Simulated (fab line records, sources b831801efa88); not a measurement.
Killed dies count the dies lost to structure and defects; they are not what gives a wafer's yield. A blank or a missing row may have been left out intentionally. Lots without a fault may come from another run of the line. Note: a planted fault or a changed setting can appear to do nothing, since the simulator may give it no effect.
Problem report, 8D (eight disciplines) form, completed by code | flow gf180mcu | the parts of the form that need people (team, actions taken, sign-off) are left out

1. WHAT IS WRONG
Across 6 wafers from 2 lots, HV_LDD_CVD_56_THK at GF_HV_LDD_THK_MEAS_57 averages 77.2 nm, while fault-free wafers read 90.4 nm with a standard deviation of 0.93. Relative to the usual mean, that is a shift of -14 standard deviations.
Earliest sighting: wafer L544.1 on film_metro-04 at day 15 20:29. The record has a number at this step for 36 wafers belonging to 12 lots. Rule for "out" (also "out of limits"): further than 4 standard deviations from the usual mean. Any other wafer with a number is counted as sound.

2. WHAT IT IS; WHAT IT IS NOT
question                    | is                     | is not
which readings at this step | HV_LDD_CVD_56_THK      | -
which lots                  | L544, L546             | L534, L535, L536, L537, L547, L548, L549, L555, L556, L557
which wafers of those lots  | all that have a number | -
read on which gauges        | film_metro-04          | film_metro-01, film_metro-03
when                        | from day 15 20:29      | up to then (12 sound wafers); but 18 sound wafers of L547, L548, L549, L555, L556, L557 came after

3. SUSPECTS, AND WHAT RULES EACH OUT
Counting: a tool at any process step up to the reading remains a suspect when it ran all the lots that are out and ran no sound lot after the first of those.
- the gauge at GF_HV_LDD_THK_MEAS_57 has been ruled out. All the wafers that are out were read on film_metro-04, but those of them that GF_HV_LDD_ETCHBACK_58 has rows for are out there too, on other tools.
- plasma_asher-01 at GF_HV_LDD_STRIP_49 (strips in O2/N2): ruled out as a lasting fault. The sound lots L547, L556 went through it after L544, its earliest lot that is out (day 15 16:31).
- lpcvd-01 at GF_HV_LDD_CVD_56 (deposits Si3N4 from DCS/NH3, target thk 90 nm, time 1543 s): ruled out as a lasting fault. The sound lots L557 went through it after L544, its earliest lot that is out (day 15 19:03).
Left after counting: nothing in the record.

4. THE CAUSE (what the simulator had put in)
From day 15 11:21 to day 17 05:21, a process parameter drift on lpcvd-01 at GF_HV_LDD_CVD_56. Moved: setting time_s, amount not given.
Counting ruled it out, wrongly: the rule takes a fault to strike every lot that its tool runs from its start on, and this one did not.

5. SEQUENCE OF EFFECTS, ordered by route
Rows list readings where the struck wafers' mean (over those with a number) sits beyond 3 standard deviations from the usual. Scope: only readings with a usual standard deviation given in the record; hours: median across lots of the time from each lot's start at the first step in this table that gives one to its start at this step; sigmas: change in usual standard deviations.
hours | step                  | reading           | usual      | on struck wafers | change | sigmas
0     | GF_HV_LDD_THK_MEAS_57 | HV_LDD_CVD_56_THK | 90.4 nm    | 77.2             | -13.2  | -14
0     | GF_HV_LDD_ETCHBACK_58 | oes_product_au    | 0.845 a.u. | 0.777            | -0.068 | -11
Process steps it contains:
- GF_HV_LDD_ETCHBACK_58: etches Si3N4 in CH3F/O2, stops on SiO2, time 100 s, target depth 90 nm.

6. HOW IT WOULD HAVE BEEN CAUGHT EARLIER
Counted from the fault's start at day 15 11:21, it took 9 hours until the first out-of-limits reading at a measuring or inspecting step in this record, taken at day 15 20:29.
No tool reading at GF_HV_LDD_CVD_56 that has a usual standard deviation in the record was out on any struck wafer, so an alarm limit of 4 standard deviations on those readings would not have fired.
